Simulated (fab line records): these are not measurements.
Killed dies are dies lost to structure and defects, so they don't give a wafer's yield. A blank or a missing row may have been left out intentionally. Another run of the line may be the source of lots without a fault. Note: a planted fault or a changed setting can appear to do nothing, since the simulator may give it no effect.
A struck lot beside a sound one    flow gf180mcu    19 steps out of a route of 602
Sound: wafers L800.2, L800.4, L800.6. Struck: wafers L798.2, L798.6 (left out: L798.4, a lot-mate that was not struck); the cause follows at the end.
Order at every step that has rows: each side's tool, ch and its chambers, its first start. Under that, the readings that differ: sound wafers    struck wafers    difference of the means    sigmas: that difference in standard deviations of wafers without a fault.
alike: words and numbers the same on both sides, and readings whose means are apart by under 2 such deviations; not compared: readings that were withheld, readings missing a value for some wafer, numbers with overlapping values and no deviation given by the record, and bounds like >300 which may hide the same value.
Wherever a step has rows on one side only, a row that says differs or no value, or a row with sigmas, the two part there. When numbers do not overlap yet have no deviation, they are printed without sigmas and do not part them. A reading missing from all wafers of one side parts the sides only when that side holds two or more wafers.

GF_PSD_STRIP_10: strips in O2/N2.
  sound on plasmaAsher-02 ch 0,1, day 20 21:53; struck on plasmaAsher-02 ch 0,1, day 20 06:29
  alike: drypumpMotorCurrentA, heaterPowerW, oesProductAu, stripTimeToEndpointS
  not compared: rfHoursCounterH
GF_PSD_TW_MEAS_11:
  struck on filmMetro-02, day 20 06:35; sound on filmMetro-04, day 20 22:00
  alike: PSD_TW
then, 1 step without rows for these wafers: GF_PSD_CLEAN_12 (cleans in SC1/SC2, time 150 s).
GF_PSD_RTA_13: time 20 s.
  sound on rtpAnneal-02 ch 0, day 20 22:07; struck on rtpAnneal-01 ch 0, day 20 06:42
reading           sound           struck     difference  sigmas
lampPowerPct (%)  34.2 34.2 34.2  33.0 33.0  -1.2        -2
  alike: chamberO2Ppm, wafer_temp_C_max
GF_PSD_RS_MEAS_14: measures by four-point-probe.
  struck on filmMetro-01, day 20 06:47; sound on filmMetro-01, day 20 22:13
  alike: NSD_RS
GF_PSD_RS_MEAS_15: measures by four-point-probe.
  struck on filmMetro-01, day 20 06:55; sound on filmMetro-01, day 20 22:20
  alike: PSD_RS
GF_SAB_CVD_00: deposits SiO2 from TEOS, target thk 50 nm, time 4.9302 s.
  sound on pecvd-03 ch 0,2, day 20 22:26; struck on pecvd-02 ch 2, day 20 07:01
reading           sound        struck   difference  sigmas
heaterPowerW (W)  790 789 524  502 499  -200        -2
  not compared: sinceWetCleanH
GF_SAB_THK_MEAS_01:
  struck on filmMetro-03, day 20 07:02; sound on filmMetro-04, day 20 22:28
  alike: SAB_CVD_00_THK
then, 4 steps without rows for these wafers: GF_SAB_DEHYDRATE_02 (time 60 s); GF_SAB_HMDS_03 (prime time 60 s); GF_SAB_COAT_04 (resist thk 1000 nm); GF_SAB_SOFTBAKE_05 (time 60 s).
GF_SAB_EXPOSE_06: exposes mask SAB, target cd 420 nm.
  sound on ilineStepper-01 ch 0, day 21 10:13; struck on ilineStepper-02 ch 0, day 20 19:04
  alike: mask, reticleTempC, stageVelMmS
then, 2 steps without rows for these wafers: GF_SAB_PEB_07; GF_SAB_DEVELOP_08 (develop time 60 s).
GF_SAB_CD_MEAS_09: the cd target is 420 nm.
  struck on cdSem-01, day 21 07:04; sound on cdSem-01, day 21 21:49
reading    sound              struck       difference  sigmas
cdNm (nm)  421.3 421.0 421.2  267.8 271.1  -151.7      -76
GF_SAB_OVL_MEAS_10:
  struck on overlay-02, day 21 07:11; sound on overlay-01, day 21 21:55
reading       sound           struck   difference  sigmas
SAB_OVL (nm)  -2.2 -2.1 -1.3  3.0 3.5  +5.1        +3
GF_SAB_ETCH_11: etches SiO2 in C4F8/O2/Ar, target depth 55 nm, time 8.5 s.
  sound on rieDiel-04 ch 1,2,3, day 21 21:57; struck on rieDiel-02 ch 2,3, day 21 07:13
reading              sound            struck       difference  sigmas
model.SAB.cdNm (nm)  421.5 421.3 421  267.3 270.7  -152.3      
  alike: oesProductAu
  not compared: rfHoursCounterH
then, 1 step without rows for these wafers: GF_SAB_WET_ETCH_12 (etches SiO2 in dHF, target depth 22 nm, time 440 s).

== WHERE THEY PART ==
Earliest at GF_PSD_RTA_13; latest, in this record, at GF_SAB_OVL_MEAS_10. Later steps at which nothing parts them and some readings are alike: GF_SAB_ETCH_11.

WHY: whatever the simulator had introduced
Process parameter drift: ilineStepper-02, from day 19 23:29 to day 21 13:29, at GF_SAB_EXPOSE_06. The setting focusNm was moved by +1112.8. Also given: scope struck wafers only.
